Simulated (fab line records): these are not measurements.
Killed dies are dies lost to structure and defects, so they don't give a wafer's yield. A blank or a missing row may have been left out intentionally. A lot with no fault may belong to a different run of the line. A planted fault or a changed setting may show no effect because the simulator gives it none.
Which tool did it? :: flow sky130 :: 24 lots with 72 wafers sampled at 2 steps, on a route of 708 steps

WHAT EACH GAUGE READ, for each wafer
SKY_METAL2_RS_MEAS_05: a four-point-probe measurement. Usual: METAL2_ALCU_RS 0.1272 ohm/sq, standard deviation 0.00098.
lot: L074
measured: day 34 00:13
on: film metro-03
METAL2_ALCU_RS (ohm/sq): 0.1268 0.1269 0.1273
flag: 

lot: L075
measured: day 34 07:31
on: film metro-04
METAL2_ALCU_RS (ohm/sq): 0.1275 0.1264 0.1267
flag: 

lot: L076
measured: day 35 16:08
on: film metro-02
METAL2_ALCU_RS (ohm/sq): 0.1274 0.1278 0.1288
flag: 

lot: L077
measured: day 35 18:56
on: film metro-04
METAL2_ALCU_RS (ohm/sq): 0.1279 0.1265 0.1282
flag: 

lot: L079
measured: day 35 21:06
on: film metro-04
METAL2_ALCU_RS (ohm/sq): 0.1268 0.1268 0.1264
flag: 

lot: L078
measured: day 35 21:29
on: film metro-02
METAL2_ALCU_RS (ohm/sq): 0.1252 0.1276 0.1265
flag: 

lot: L080
measured: day 35 22:47
on: film metro-02
METAL2_ALCU_RS (ohm/sq): 0.1266 0.1263 0.1263
flag: 

lot: L081
measured: day 36 03:24
on: film metro-04
METAL2_ALCU_RS (ohm/sq): 0.1265 0.1286 0.1284
flag: 

lot: L082
measured: day 36 18:13
on: film metro-02
METAL2_ALCU_RS (ohm/sq): 0.1264 0.1261 0.1251
flag: 

lot: L083
measured: day 36 22:41
on: film metro-04
METAL2_ALCU_RS (ohm/sq): 0.1263 0.1267 0.1270
flag: 

lot: L085
measured: day 37 10:19
on: film metro-03
METAL2_ALCU_RS (ohm/sq): 0.1263 0.1267 0.1270
flag: 

lot: L084
measured: day 37 11:31
on: film metro-04
METAL2_ALCU_RS (ohm/sq): 0.1266 0.1265 0.1268
flag: 

lot: L086
measured: day 38 00:00
on: film metro-04
METAL2_ALCU_RS (ohm/sq): 0.1287 0.1287 0.1288
flag: 

lot: L089
measured: day 39 07:08
on: film metro-02
METAL2_ALCU_RS (ohm/sq): 0.1278 0.1263 0.1279
flag: 

lot: L087
measured: day 39 07:43
on: film metro-04
METAL2_ALCU_RS (ohm/sq): 0.1279 0.1266 0.1277
flag: 

lot: L088
measured: day 39 08:04
on: film metro-02
METAL2_ALCU_RS (ohm/sq): 0.1271 0.1270 0.1254
flag: 

lot: L090
measured: day 39 09:21
on: film metro-04
METAL2_ALCU_RS (ohm/sq): 0.1269 0.1266 0.1281
flag: 

lot: L091
measured: day 39 11:25
on: film metro-02
METAL2_ALCU_RS (ohm/sq): 0.1267 0.1274 0.1268
flag: 

lot: L092
measured: day 39 14:26
on: film metro-02
METAL2_ALCU_RS (ohm/sq): 0.1253 0.1251 0.1257
flag: 

lot: L093
measured: day 39 16:01
on: film metro-03
METAL2_ALCU_RS (ohm/sq): 0.1267 0.1274 0.1278
flag: 

lot: L094
measured: day 40 07:19
on: film metro-04
METAL2_ALCU_RS (ohm/sq): 0.1259 0.1298 0.1287
flag: 

lot: L095
measured: day 40 12:04
on: film metro-03
METAL2_ALCU_RS (ohm/sq): 0.1271 0.1289 0.1263
flag: 

lot: L096
measured: day 40 15:52
on: film metro-04
METAL2_ALCU_RS (ohm/sq): 0.1290 0.1279 0.1283
flag: 

lot: L097
measured: day 40 19:00
on: film metro-04
METAL2_ALCU_RS (ohm/sq): 0.1273 0.1286 0.1281
flag: 

SKY_CAPM_OVL_MEAS_12. Usual: CAPM_OVL 0.5 nm, standard deviation 1.7.
lot: L074
measured: day 37 11:07
on: overlay-02
CAPM_OVL (nm): 1.5 0.4 2.3
flag: 

lot: L075
measured: day 37 20:43
on: overlay-01
CAPM_OVL (nm): -2.5 -3.3 -2.8
flag: 

lot: L076
measured: day 39 00:19
on: overlay-01
CAPM_OVL (nm): 0.8 0.9 1.1
flag: 

lot: L077
measured: day 39 02:22
on: overlay-02
CAPM_OVL (nm): 1.3 1.6 2.5
flag: 

lot: L079
measured: day 39 05:23
on: overlay-01
CAPM_OVL (nm): 0.4 -1.2 -1.1
flag: 

lot: L078
measured: day 39 06:07
on: overlay-02
CAPM_OVL (nm): 2.5 0.6 1.9
flag: 

lot: L080
measured: day 39 06:31
on: overlay-01
CAPM_OVL (nm): 1.0 0.0 1.2
flag: 

lot: L081
measured: day 39 10:34
on: overlay-01
CAPM_OVL (nm): 0.9 2.3 0.3
flag: 

lot: L082
measured: day 40 05:04
on: overlay-01
CAPM_OVL (nm): -0.7 -0.4 -1.4
flag: 

lot: L083
measured: day 40 07:04
on: overlay-02
CAPM_OVL (nm): -1.3 0.6 -0.2
flag: 

lot: L085
measured: day 40 15:14
on: overlay-02
CAPM_OVL (nm): -1.3 -1.6 -1.8
flag: 

lot: L084
measured: day 40 15:49
on: overlay-01
CAPM_OVL (nm): 2.7 1.0 0.6
flag: 

lot: L086
measured: day 41 08:04
on: overlay-02
CAPM_OVL (nm): 3.0 4.3 3.1
flag: 

lot: L089
measured: day 42 10:33
on: overlay-01
CAPM_OVL (nm): 2.3 0.7 2.4
flag: 

lot: L087
measured: day 42 12:13
on: overlay-02
CAPM_OVL (nm): 3.1 2.0 3.2
flag: 

lot: L088
measured: day 42 12:21
on: overlay-02
CAPM_OVL (nm): -0.4 1.3 1.1
flag: 

lot: L090
measured: day 42 13:31
on: overlay-02
CAPM_OVL (nm): -2.2 -1.8 -1.2
flag: 

lot: L091
measured: day 42 14:31
on: overlay-02
CAPM_OVL (nm): -0.9 0.2 1.7
flag: 

lot: L092
measured: day 42 17:44
on: overlay-01
CAPM_OVL (nm): -1.2 -2.0 -0.8
flag: 

lot: L093
measured: day 42 18:27
on: overlay-02
CAPM_OVL (nm): 0.8 1.3 0.1
flag: 

lot: L094
measured: day 43 07:55
on: overlay-01
CAPM_OVL (nm): -0.1 -0.5 -0.6
flag: 

lot: L095
measured: day 43 12:34
on: overlay-02
CAPM_OVL (nm): 2.6 3.4 3.6
flag: 

lot: L096
measured: day 43 16:41
on: overlay-01
CAPM_OVL (nm): 1.2 -0.2 -0.6
flag: 

lot: L097
measured: day 43 18:52
on: overlay-01
CAPM_OVL (nm): -0.1 -0.5 -0.6
flag: 

EACH LOT AND THE TOOL THAT RAN IT (in order: tool; ch and the chambers of the sampled wafers; start)
Before these readings, the record contains no process step.

AS READ BY THE TOOLS THEMSELVES (means over the sampled wafers that have a number; for cases with no such wafer, the mark the record gives instead)
The record holds no such reading with a usual standard deviation.

THE ANSWER, worked out from the rows above alone
Rule: a lot counts as off when the mean over its wafers that have a number is more than 3 standard deviations away from the usual mean. A lot without any number at a reading at which 4 lots or more have one is off too. Where the step has rows for the other lots, those lots are counted as sound. Order of review: gauges by route order, followed by the tools' own readings, for which a lot's mean as printed above is used. The first step at which some lot is off is used, and at that step the reading that is off furthest; a lot without a number counts as furthest.
None of the lots is off at any reading shown; this tells nothing.

WHAT WAS PUT IN BY THE SIMULATOR
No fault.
